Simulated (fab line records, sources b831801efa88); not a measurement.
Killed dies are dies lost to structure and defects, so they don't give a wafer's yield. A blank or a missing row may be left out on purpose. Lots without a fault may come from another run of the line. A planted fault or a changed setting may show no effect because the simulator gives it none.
fab line records | flow sky130
record lots=7 wafers=21 last_day=50
route steps=708 shown METAL2@497 VIA2@507
lots that met no fault: from a run of the same line without faults
start_h: hours from the record's first day to the start of the lot's first wafer shown | wait_h: hours since the lot's step before | " the same as in the row above | L1.1+2: a row that stands for several wafers | - no value, or no start given | * or withheld: withheld | < > ~ a bound
route shown NAME@n: a module of which the file shows steps, and the number in the route of the first | usual: mean/standard deviation of fault-free wafers | same: alike in all rows | chamber/n: place in a boat | sites: the reading at each site | _std_site: their standard deviation | _edge_site: outer sites' mean less inner sites' | radius_mm: how far each site lies from the wafer's centre | mask NAME#n: copy n | behind: the tool/chamber that last shaped the wafer | hold: why the lot was held/for how many hours/how that ended | device: the transistor (n, p or np) that didn't switch | end of line: the same wafers' tests at the end of the route | a step without rows: its recipe alone | killed: dies lost to structure and defects at the first sort, not the wafer's yield | map: a wafer's dies, x killed, . not, _ none there
set.NAME: the setting as run; set.NAME@STEP: as run at that earlier step | model.NAME: the simulator's own value behind a step, which no gauge read
lots at some steps of the route; a table a step, a row a wafer
services: from which hour (start_h, from the record's first day; less than 0 if before it) a tool's chamber was out of use, for how many hours, and why
## steps
# step SKY_METAL2_DEVELOP_14
# recipe develop_time_s=60 resist=KrF-thick dev_temp_c=21
# step SKY_METAL2_CD_MEAS_15
# recipe target_cd_nm=140
# usual cd_nm=140.2/1.5
# columns lot.wafer tool chamber start_h wait_h cd_nm
L493.2 cd_sem-01 - 844.20 - 136.1
L493.4 " - " " 136.5
L493.6 " - " " 138.1
L498.1 cd_sem-01 - 883.48 - 140.7
L498.5 " - " " 139.3
L498.6 " - " " 140.3
L501.1 cd_sem-01 - 898.17 - 140.1
L501.2 " - " " 140.2
L501.5 " - " " 139.2
L502.1 cd_sem-02 - 907.91 - 143.3
L502.2 " - " " 143.2
L502.4 " - " " 143.3
L503.2 cd_sem-02 - 912.54 - 141.9
L503.3 " - " " 142.2
L503.6 " - " " 142.1
L511.3 cd_sem-01 - 963.26 - 140.3
L511.5 " - " " 139.4
L511.6 " - " " 139.9
L514.1 cd_sem-01 - 983.89 - 141.7
L514.3 " - " " 139.9
L514.6 " - " " 139.7
# step SKY_METAL2_OVL_MEAS_16
# usual METAL2_OVL=-2/4.7
# columns lot.wafer tool chamber start_h wait_h METAL2_OVL[nm]
L493.2 overlay-01 - 844.31 0.1 -4
L493.4 " - " " 2
L493.6 " - " " 2
L498.1 overlay-02 - 883.60 0.1 -12
L498.5 " - " " -2
L498.6 " - " " -4
L501.1 overlay-01 - 898.29 0.1 -5
L501.2 " - " " -8
L501.5 " - " " -4
L502.1 overlay-01 - 908.03 0.1 -7
L502.2 " - " " 0
L502.4 " - " " -1
L503.2 overlay-01 - 912.65 0.1 7
L503.3 " - " " 0
L503.6 " - " " 3
L511.3 overlay-01 - 963.35 0.1 -8
L511.5 " - " " -5
L511.6 " - " " -6
L514.1 overlay-01 - 984.01 0.1 -3
L514.3 " - " " -3
L514.6 " - " " 3
# step SKY_METAL2_DESCUM_17
# recipe chemistry=O2 source_power_w=150 bias_power_w=0 pressure_mtorr=10 temp_c=40 time_s=8
# usual chamber_pressure_mTorr=10.001/0.0085 drypump_motor_current_A=5.47/0.27 oes_product_au=0.997/0.0091
# same time_s=8
# columns lot.wafer tool chamber start_h wait_h chamber_pressure_mTorr drypump_motor_current_A oes_product_au rf_hours_counter_h
L493.2 rie_metal-04 0 844.34 0.0 10.010 5.20 1.009 10
L493.4 " 0 " " 9.993 5.19 0.999 -
L493.6 " 1 " " 10.010 5.96 0.987 -
L498.1 rie_metal-02 1 883.64 0.0 10.013 5.40 1.004 4
L498.5 " 0 " " 9.989 5.63 0.989 -
L498.6 " 1 " " 10.007 5.36 1.009 -
L501.1 rie_metal-02 1 898.33 0.0 9.993 5.38 1.007 5
L501.2 " 0 " " 10.008 5.63 0.992 3
L501.5 " 0 " " 10.008 5.61 0.998 -
L502.1 rie_metal-01 0 908.06 0.0 9.997 5.44 1.013 2
L502.2 " 1 " " 10.008 5.25 0.986 10
L502.4 " 0 " " 9.993 5.45 1.000 -
L503.2 rie_metal-04 1 912.68 0.0 10.015 6.02 0.994 9
L503.3 " 0 " " 9.987 5.22 1.009 -
L503.6 " 1 " " 9.997 5.98 0.989 -
L511.3 rie_metal-02 0 963.39 0.0 9.995 5.63 1.002 -
L511.5 " 1 " " 10.021 5.36 1.007 -
L511.6 " 0 " " 9.989 5.64 0.997 -
L514.1 rie_metal-02 0 984.04 0.0 10.003 5.62 0.986 7
L514.3 " 0 " " 9.999 5.65 0.981 -
L514.6 " 1 " " 10.000 5.37 1.008 -
# step SKY_METAL2_ETCH_18
# recipe chemistry=N2/H2 target=BARC ion_energy_ev=200 bias_w=100 pressure_mtorr=30 n2_flow_sccm=100 h2_flow_sccm=200 icp_w=500 stop_on=SiO2 time_s=45.9 target_depth_a=600
# usual chamber_pressure_mTorr=30.000/0.029 drypump_motor_current_A=5.48/0.27 oes_product_au=0.855/0.0049 throttle_valve_pct=13.225/0.0084
# same time_s=45.9
# columns lot.wafer tool chamber start_h wait_h chamber_pressure_mTorr drypump_motor_current_A oes_product_au rf_hours_counter_h throttle_valve_pct
L493.2 rie_metal-04 0 844.37 0.0 29.987 5.21 0.857 10 13.227
L493.4 " 0 " " 29.970 5.21 0.849 - 13.208
L493.6 " 1 " " 29.998 6.00 0.854 - 13.223
L498.1 rie_metal-02 1 883.67 0.0 29.989 5.33 0.853 4 13.226
L498.5 " 0 " " 29.945 5.65 0.853 - 13.235
L498.6 " 1 " " 30.008 5.37 0.855 - 13.219
L501.1 rie_metal-02 1 898.36 0.0 29.999 5.36 0.863 5 13.223
L501.2 " 0 " " 30.008 5.63 0.854 3 13.224
L501.5 " 0 " " 30.023 5.64 0.854 - 13.215
L502.1 rie_metal-01 0 908.10 0.0 30.021 5.46 0.854 2 13.223
L502.2 " 1 " " 30.022 5.23 0.845 10 13.223
L502.4 " 0 " " 30.020 5.46 0.853 - 13.228
L503.2 rie_metal-04 1 912.71 0.0 30.029 6.04 0.847 9 13.222
L503.3 " 0 " " 30.018 5.21 0.846 - 13.233
L503.6 " 1 " " 30.015 6.09 0.859 - 13.218
L511.3 rie_metal-02 0 963.43 0.0 30.025 5.67 0.857 - 13.229
L511.5 " 1 " " 30.046 5.38 0.850 - 13.236
L511.6 " 0 " " 30.009 5.64 0.858 - 13.226
L514.1 rie_metal-02 0 984.07 0.0 29.991 5.65 0.855 7 13.222
L514.3 " 0 " " 29.966 5.67 0.854 - 13.223
L514.6 " 1 " " 29.981 5.37 0.854 - 13.218
# step SKY_METAL2_METAL_ETCH_19
# recipe target_depth_a=3600 stop_on=SiO2 over_etch_frac=0.3 time_s=78 chemistry=Cl2/BCl3 resist_sidewall_deg=88 pressure_mtorr=10 icp_w=900 bias_w=48.5 Cl2_flow_sccm=60 bcl3_flow_sccm=30
# usual chamber_pressure_mTorr=10.002/0.0089 drypump_motor_current_A=5.46/0.26 oes_product_au=0.856/0.005 throttle_valve_pct=22.266/0.0093
# same time_s=78
# columns lot.wafer tool chamber start_h wait_h chamber_pressure_mTorr drypump_motor_current_A oes_product_au rf_hours_counter_h throttle_valve_pct
L493.2 rie_metal-04 0 844.43 0.0 10.000 5.21 0.855 11 22.286
L493.4 " 0 " " 10.003 5.22 0.863 - 22.270
L493.6 " 1 " " 10.014 6.00 0.854 - 22.242
L498.1 rie_metal-02 1 883.74 0.0 9.995 5.34 0.850 4 22.253
L498.5 " 0 " " 10.002 5.62 0.853 - 22.261
L498.6 " 1 " " 9.997 5.36 0.854 - 22.273
L501.1 rie_metal-02 1 898.42 0.0 10.007 5.36 0.856 5 22.265
L501.2 " 0 " " 9.993 5.63 0.847 3 22.281
L501.5 " 0 " " 10.001 5.67 0.862 - 22.256
L502.1 rie_metal-01 0 908.16 0.0 9.998 5.45 0.857 2 22.266
L502.2 " 1 " " 10.007 5.23 0.866 10 22.262
L502.4 " 0 " " 10.007 5.45 0.856 - 22.267
L503.2 rie_metal-04 1 912.77 0.0 9.993 6.02 0.851 9 22.258
L503.3 " 0 " " 10.020 5.20 0.862 - 22.260
L503.6 " 1 " " 10.009 6.01 0.859 - 22.270
L511.3 rie_metal-02 0 963.50 0.1 9.996 5.61 0.849 - 22.272
L511.5 " 1 " " 9.997 5.37 0.859 - 22.261
L511.6 " 0 " " 10.009 5.61 0.849 - 22.272
L514.1 rie_metal-02 0 984.14 0.0 10.006 5.64 0.851 7 22.261
L514.3 " 0 " " 10.005 5.63 0.855 - 22.265
L514.6 " 1 " " 10.009 5.37 0.849 - 22.271
# step SKY_METAL2_STRIP_20
# recipe chemistry=O2/N2 power_w=1400 pressure_mtorr=1500 platen_temp_c=withheld o2_flow_sccm=3000 n2_flow_sccm=300 overash_fraction=0.5
# step SKY_METAL2_STRIP_21
# recipe chemistry=post_etch_residue_remover time_s=1200 temp_c=72.5
# step SKY_METAL2_CLEAN_22
# recipe chemistry=IPA time_s=180 temp_c=25
# step SKY_METAL2_CLEAN_23
# recipe chemistry=O3/DIW dry=n2_spin
# step SKY_VIA2_HDPCVD_00
# recipe material=SiO2 target_thk_nm=1180 sigma_open_frac=0.3 time_s=196.7 temp_c=400 sih4_flow_sccm=60 pressure_mtorr=6
# step SKY_VIA2_THK_MEAS_01
# recipe reads=SiO2_of_VIA2_HDPCVD_00
# usual VIA2_HDPCVD_THK=1177/11
# columns lot.wafer tool chamber start_h wait_h VIA2_HDPCVD_THK[nm]
L493.2 film_metro-04 - 845.59 0.1 1180
L493.4 " - " " 1175
L493.6 " - " " 1193
L498.1 film_metro-02 - 884.54 0.1 1188
L498.5 " - " " 1192
L498.6 " - " " 1171
L501.1 film_metro-02 - 899.23 0.1 1184
L501.2 " - " " 1166
L501.5 " - " " 1175
L502.1 film_metro-01 - 909.03 0.1 1181
L502.2 " - " " 1181
L502.4 " - " " 1183
L503.2 film_metro-02 - 914.00 0.1 1186
L503.3 " - " " 1195
L503.6 " - " " 1190
L511.3 film_metro-02 - 964.38 0.1 1187
L511.5 " - " " 1188
L511.6 " - " " 1191
L514.1 film_metro-04 - 984.95 0.1 1183
L514.3 " - " " 1192
L514.6 " - " " 1194
# step SKY_VIA2_CMP_02
# recipe material=SiO2 down_force_psi=4 platen_rpm=60 pad_velocity_m_s=0.94248
# usual edge_zone_pressure_frac=1.000/0.005 head_pressure_psi=4.001/0.0086 motor_current_A=11.7/0.95
# columns lot.wafer tool chamber start_h wait_h edge_zone_pressure_frac head_pressure_psi motor_current_A model.SiO2_of_VIA2_HDPCVD_00.thk_nm
L493.4 cmp-02 0 845.64 0.0 1.004 3.984 12.3 495
L493.2 " 2 " " 1.004 3.994 12.3 495.5
L493.6 " 1 " " 0.988 3.989 10.2 496.6
L498.1 cmp-01 3 884.65 0.1 1.002 3.999 11.4 493.6
L498.5 " 2 " " 0.992 4.010 12.5 494.3
L498.6 " 3 " " 1.000 3.993 10.8 494.2
L501.1 cmp-01 3 899.29 0.1 - - - 1185
L501.2 " 0 " " - - - 1165
L501.5 " 0 " " - - - 1174
L502.2 cmp-01 0 909.09 0.0 - - - 1182
L502.4 " 2 " " - - - 1183
L502.1 " 3 " " - - - 1182
L503.3 cmp-01 2 914.10 0.1 - - - 1195
L503.2 " 3 " " - - - 1185
L503.6 " 1 " " - - - 1190
L511.3 cmp-02 0 964.57 0.2 1.000 3.986 12.9 494.5
L511.5 " 1 " " 1.001 3.993 10.3 494.6
L511.6 " 2 " " 1.000 3.995 11.9 494.9
L514.3 cmp-01 3 985.06 0.1 0.996 3.996 11.8 495.6
L514.1 " 0 " " 1.009 4.000 12.0 494.6
L514.6 " 2 " " 1.003 4.000 12.8 495.5
# step SKY_VIA2_BOW_MEAS_03
# recipe mode=bow
# usual VIA2_BOW=87/7.5
# columns lot.wafer tool chamber start_h wait_h VIA2_BOW[um]
L493.2 film_metro-01 - 845.96 0.2 88
L493.4 " - " " 91
L493.6 " - " " 83
L498.1 film_metro-01 - 884.90 0.2 82
L498.5 " - " " 91
L498.6 " - " " 81
L501.1 film_metro-02 - 899.59 0.2 124
L501.2 " - " " 124
L501.5 " - " " 136
L502.1 film_metro-02 - 909.39 0.1 124
L502.2 " - " " 113
L502.4 " - " " 108
L503.2 film_metro-04 - 914.37 0.2 122
L503.3 " - " " 122
L503.6 " - " " 111
L511.3 film_metro-01 - 964.76 0.1 104
L511.5 " - " " 85
L511.6 " - " " 84
L514.1 film_metro-02 - 985.31 0.1 95
L514.3 " - " " 82
L514.6 " - " " 77
# step SKY_VIA2_DEHYDRATE_04
# recipe temp_c=200 time_s=60
# step SKY_VIA2_HMDS_05
# recipe prime_time_s=60 prime_temp_c=120
# step SKY_VIA2_COAT_06
# recipe resist=BARC temp_c=withheld time_s=withheld spin_rpm=3000 resist_thk_nm=60
# step SKY_VIA2_COAT_07
# recipe resist=KrF-thick spin_rpm=3000 resist_thk_nm=450
# step SKY_VIA2_SOFTBAKE_08
# recipe temp_c=100 time_s=90 resist=KrF-thick
# step SKY_VIA2_EXPOSE_09
# recipe mask_id=VIM2 na=0.8 source_shape=annular sigma_inner=0.55 sigma_outer=0.85 target_cd_nm=200 dose_mj=38
# step SKY_VIA2_PEB_10
# recipe peb_temp_c=withheld peb_time_s=withheld resist=KrF-thick
# step SKY_VIA2_DEVELOP_11
# recipe develop_time_s=60 resist=KrF-thick dev_temp_c=21
# step SKY_VIA2_CD_MEAS_12
# recipe target_cd_nm=200
# usual cd_nm=199.8/1.5
# columns lot.wafer tool chamber start_h wait_h cd_nm
L493.2 cd_sem-02 - 871.58 - 199.9
L493.4 " - " " 200.8
L493.6 " - " " 200.0
L498.1 cd_sem-01 - 909.67 - 197.2
L498.5 " - " " 197.1
L498.6 " - " " 198.7
L501.1 cd_sem-01 - 924.35 - 202.3
L501.2 " - " " 202.1
L501.5 " - " " 203.5
L502.1 cd_sem-02 - 933.57 - 198.1
L502.2 " - " " 199.4
L502.4 " - " " 199.9
L503.2 cd_sem-01 - 938.67 - 200.6
L503.3 " - " " 198.0
L503.6 " - " " 200.0
L511.3 cd_sem-02 - 988.31 - 198.1
L511.5 " - " " 198.2
L511.6 " - " " 197.0
L514.1 cd_sem-01 - 1008.90 - 199.5
L514.3 " - " " 202.4
L514.6 " - " " 201.3
# step SKY_VIA2_OVL_MEAS_13
# usual VIA2_OVL=2/7.2
# columns lot.wafer tool chamber start_h wait_h VIA2_OVL[nm]
L493.2 overlay-01 - 871.68 0.1 4
L493.4 " - " " -2
L493.6 " - " " 1
L498.1 overlay-01 - 909.79 0.1 8
L498.5 " - " " 11
L498.6 " - " " 12
L501.1 overlay-02 - 924.47 0.1 1
L501.2 " - " " 3
L501.5 " - " " 1
L502.1 overlay-02 - 933.69 0.1 5
L502.2 " - " " 1
L502.4 " - " " 2
L503.2 overlay-01 - 938.77 0.1 8
L503.3 " - " " -2
L503.6 " - " " 1
L511.3 overlay-01 - 988.40 0.1 -15
L511.5 " - " " -3
L511.6 " - " " -3
L514.1 overlay-02 - 1009.02 0.1 -10
L514.3 " - " " -9
L514.6 " - " " -8
# step SKY_VIA2_ETCH_14
# recipe chemistry=N2/H2 target=BARC ion_energy_ev=200 source_w=500 bias_w=100 pressure_mtorr=30 n2_flow_sccm=100 h2_flow_sccm=200 stop_on=SiO2 time_s=45.9 target_depth_a=600
# step SKY_VIA2_ETCH_15
# recipe target=SiO2 chemistry=C4F8/O2/Ar target_depth_nm=546 stop_on=TiN mask_material=KrF-thick source_w=1500 bias_w=1200 pressure_mtorr=40 c4f8_flow_sccm=withheld O2_flow_sccm=6 Ar_flow_sccm=300 time_s=84
# usual chamber_pressure_mTorr=40.00/0.035 oes_product_au=0.940/0.0049
# same time_s=84
# columns lot.wafer tool chamber start_h wait_h chamber_pressure_mTorr oes_product_au model.etch.depth_nm model.VIA2.feature_depth_nm
L493.2 rie_diel-03 3 871.76 0.0 39.97 0.943 495.5 495.5
L493.4 " 2 " " 39.95 0.940 495 495
L493.6 " 3 " " 40.03 0.942 496.6 496.6
L498.1 rie_diel-01 1 909.87 0.0 39.99 0.938 493.6 493.6
L498.5 " 2 " " 39.99 0.938 494.3 494.3
L498.6 " 1 " " 39.98 0.936 494.2 494.2
L501.1 rie_diel-01 3 924.55 0.0 40.02 1.611 545.5 545.5
L501.2 " 1 " " 40.03 1.636 551.1 551.1
L501.5 " 1 " " 39.98 1.637 551.1 551.1
L502.1 rie_diel-03 0 933.77 0.0 40.00 1.634 549.5 549.5
L502.2 " 2 " " 40.00 1.631 551.6 551.6
L502.4 " 1 " " 40.02 1.614 545.4 545.4
L503.2 rie_diel-01 1 938.85 0.0 40.00 1.640 552.6 552.6
L503.3 " 3 " " 39.97 1.637 549.3 549.3
L503.6 " 1 " " 39.96 1.638 552.4 552.4
L511.3 rie_diel-01 2 988.47 0.0 39.96 0.943 494.5 494.5
L511.5 " 0 " " 40.00 0.938 494.6 494.6
L511.6 " 1 " " 39.98 0.939 494.9 494.9
L514.1 rie_diel-01 2 1009.10 0.0 39.97 0.932 494.6 494.6
L514.3 " 3 " " 39.98 0.947 495.6 495.6
L514.6 " 0 " " 39.98 0.942 495.5 495.5
# step SKY_VIA2_STRIP_16
# recipe chemistry=O2/N2 power_w=1400 pressure_mtorr=1500 platen_temp_c=withheld o2_flow_sccm=3000 n2_flow_sccm=300 overash_fraction=0.5
# usual chamber_pressure_mTorr=1500.1/1.3 drypump_motor_current_A=5.6/0.69 oes_product_au=0.399/0.0048 strip_time_to_endpoint_s=4.042/0.025
# same overash_fraction=0.5
# columns lot.wafer tool chamber start_h wait_h chamber_pressure_mTorr drypump_motor_current_A oes_product_au rf_hours_counter_h strip_time_to_endpoint_s
L493.2 plasma_asher-01 0 871.82 0.0 1500.2 4.8 0.395 13 4.034
L493.4 " 0 " " 1500.5 4.8 0.402 - 3.997
L493.6 " 0 " " 1497.0 4.9 0.401 - 4.045
L498.1 plasma_asher-02 1 909.93 0.0 1501.4 6.5 0.395 107 4.038
L498.5 " 0 " " 1499.8 5.8 0.390 - 4.073
L498.6 " 1 " " 1499.2 6.5 0.404 - 4.018
L501.1 plasma_asher-01 0 924.61 0.0 1500.4 4.9 0.409 18 4.045
L501.2 " 1 " " 1498.3 5.2 0.392 18 4.022
L501.5 " 0 " " 1498.3 4.8 0.393 - 4.031
L502.1 plasma_asher-01 1 933.83 0.0 1500.9 5.2 0.392 19 4.039
L502.2 " 0 " " 1497.1 4.9 0.393 19 4.048
L502.4 " 0 " " 1498.1 4.8 0.398 - 4.069
L503.2 plasma_asher-02 0 938.91 0.0 1501.6 5.8 0.399 110 4.009
L503.3 " 1 " " 1499.7 6.4 0.400 - 4.030
L503.6 " 0 " " 1499.7 5.8 0.399 - 4.020
L511.3 plasma_asher-02 0 988.56 0.1 1500.6 5.8 0.398 - 4.061
L511.5 " 1 " " 1499.4 6.5 0.402 - 3.992
L511.6 " 0 " " 1497.4 5.8 0.396 - 3.999
L514.1 plasma_asher-01 1 1009.16 0.0 1500.9 5.2 0.395 26 4.066
L514.3 " 1 " " 1499.6 5.2 0.407 - 4.063
L514.6 " 1 " " 1501.5 5.2 0.406 - 4.049
# step SKY_VIA2_STRIP_17
# recipe chemistry=post_etch_residue_remover time_s=1200 temp_c=72.5
# step SKY_VIA2_CLEAN_18
# recipe chemistry=IPA time_s=180 temp_c=25
# step SKY_VIA2_CLEAN_19
# recipe chemistry=O3/DIW dry=n2_spin
# step SKY_VIA2_SPUTTER_20
# recipe material=TiN target_thk_nm=20 chamber_pressure_pa=5 power_w=4000 time_s=80
# step SKY_VIA2_CVD_21
# recipe material=W target_thk_nm=420 time_s=126.4 temp_c=400 pressure_torr=40
# usual heater_power_w=868/140
# same time_s=126.4
# columns lot.wafer tool chamber start_h wait_h heater_power_w
L493.2 cvd_w-01 1 872.48 0.0 662
L493.4 " 1 " " 670
L493.6 " 1 " " 683
L498.1 cvd_w-02 0 911.02 0.0 1007
L498.5 " 0 " " 1004
L498.6 " 0 " " 1006
L501.1 cvd_w-02 1 925.26 0.0 790
L501.2 " 0 " " 1035
L501.5 " 0 " " 1019
L502.1 cvd_w-02 1 934.51 0.0 785
L502.2 " 0 " " 1026
L502.4 " 1 " " 803
L503.2 cvd_w-02 0 939.60 0.0 1043
L503.3 " 0 " " 1036
L503.6 " 1 " " 802
L511.3 cvd_w-02 0 989.23 0.1 1029
L511.5 " 0 " " 1031
L511.6 " 1 " " 811
L514.1 cvd_w-02 1 1009.81 0.0 798
L514.3 " 0 " " 1061
L514.6 " 0 " " 1038
# step SKY_VIA2_CMP_24
# recipe stop_on=SiO2 t_overpolish_s=20 down_force_psi=3.5 platen_rpm=60 target_thk_nm=0 pad_velocity_m_s=0.94248
# usual edge_zone_pressure_frac=0.999/0.0049 head_pressure_psi=3.501/0.0078 motor_current_A=10.7/0.89
# columns lot.wafer tool chamber start_h wait_h edge_zone_pressure_frac head_pressure_psi motor_current_A model.SiO2_of_VIA2_HDPCVD_00.thk_nm
L493.2 cmp-02 2 872.79 0.0 1.002 3.500 10.8 491.1
L493.4 " 1 " " 1.000 3.497 9.1 490.6
L493.6 " 2 " " 1.003 3.490 11.4 492.2
L498.1 cmp-01 2 911.91 0.5 0.997 3.496 12.2 489.2
L498.6 " 3 " " 0.998 3.529 10.3 489.8
L498.5 " 0 " " 0.998 3.496 10.8 489.9
L501.1 cmp-02 0 925.62 0.1 1.012 3.509 12.1 1181
L501.2 " 2 " " 1.001 3.489 10.6 1161
L501.5 " 3 " " 1.000 3.497 10.0 1170
L502.4 cmp-01 2 934.82 0.0 1.003 3.502 12.4 1178
L502.1 " 3 " " 0.991 3.498 10.7 1177
L502.2 " 1 " " 0.993 3.501 9.8 1177
L503.2 cmp-02 3 939.91 0.0 0.993 3.511 9.9 1181
L503.3 " 1 " " 1.001 3.502 9.6 1191
L503.6 " 3 " " 0.998 3.502 10.5 1186
L511.3 cmp-01 0 989.49 0.0 0.990 3.499 11.1 490.1
L511.6 " 0 " " 0.997 3.507 10.8 490.5
L511.5 " 1 " " 1.003 3.510 9.6 490.2
L514.3 cmp-02 0 1010.17 0.1 0.995 3.494 11.7 491.2
L514.1 " 2 " " 1.001 3.499 10.9 490.2
L514.6 " 3 " " 1.010 3.508 10.2 491.1
## services
# columns tool chamber start_h hours kind
rie_diel-01 3 832.08 8.4 repair
rie_metal-01 0 844.13 - clean
rie_diel-03 0 846.31 8.6 repair
cvd_w-02 - 859.10 2.8 pm
rie_diel-01 0 860.49 - clean
rie_diel-01 0 860.49 16.2 scheduled_down
rie_diel-01 0 860.49 16.2 vent_cycle
cvd_w-01 1 880.45 2.7 repair
rie_diel-03 3 894.44 9.1 repair
cvd_w-01 - 904.00 14.0 pm
cvd_w-02 1 907.24 11.4 repair
cmp-02 - 908.88 16.6 pm
cmp-01 - 916.59 4.0 pm
cmp-01 - 920.59 - consumable_replace:conditioner
cmp-01 - 920.59 - consumable_replace:pad
rie_metal-02 - 924.23 14.6 pm
plasma_asher-02 - 951.60 0.8 repair
cmp-02 - 961.60 0.9 repair
cvd_w-02 - 962.70 0.4 repair
cmp-01 - 967.18 5.5 pm
cvd_w-02 0 991.60 - calibration
cvd_w-01 0 998.82 20.0 repair
rie_metal-02 - 1007.86 2.8 pm
cvd_w-01 1 1009.64 11.6 repair
## key
first_sign step=SKY_VIA2_CMP_02 reading=tool_record direction=missing
effect step=SKY_VIA2_BOW_MEAS_03 reading=VIA2_BOW direction=up sigmas=4.5 usual=87 struck=120
effect step=SKY_VIA2_ETCH_15 reading=oes_product_au direction=up sigmas=99+ usual=0.940 struck=1.631
model_effect step=SKY_VIA2_CMP_02 value=SiO2_of_VIA2_HDPCVD_00.thk_nm without=494.2 struck=1182
model_effect step=SKY_VIA2_ETCH_15 value=etch.depth_nm without=494.2 struck=549.8
model_effect step=SKY_VIA2_CMP_24 value=SiO2_of_VIA2_HDPCVD_00.thk_nm without=489.8 struck=1178
met_at SKY_VIA2_CMP_02
struck_wafers L501.1,L501.2,L501.5,L502.1,L502.2,L502.4,L503.2,L503.3,L503.6
later_rows_left_out L501.1,L501.2,L501.5,L502.1,L502.2,L502.4,L503.2,L503.3,L503.6
sort_left_out L501.1,L501.2,L501.5,L502.1,L502.2,L502.4,L503.2,L503.3,L503.6
onset_between 884.65 899.29
fault kind=skipped_step_whole tool=cmp-01 chamber=- onset_h=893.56 steps=SKY_VIA2_CMP_02 scope=struck_lots_only
# sort_left_out: the simulated sort isn't trusted on such a fault, so these wafers' sort isn't shown, and their yield isn't known
# later_rows_left_out: the simulator's readings of these wafers behind a module that went badly wrong aren't trusted and aren't shown, but for the sort
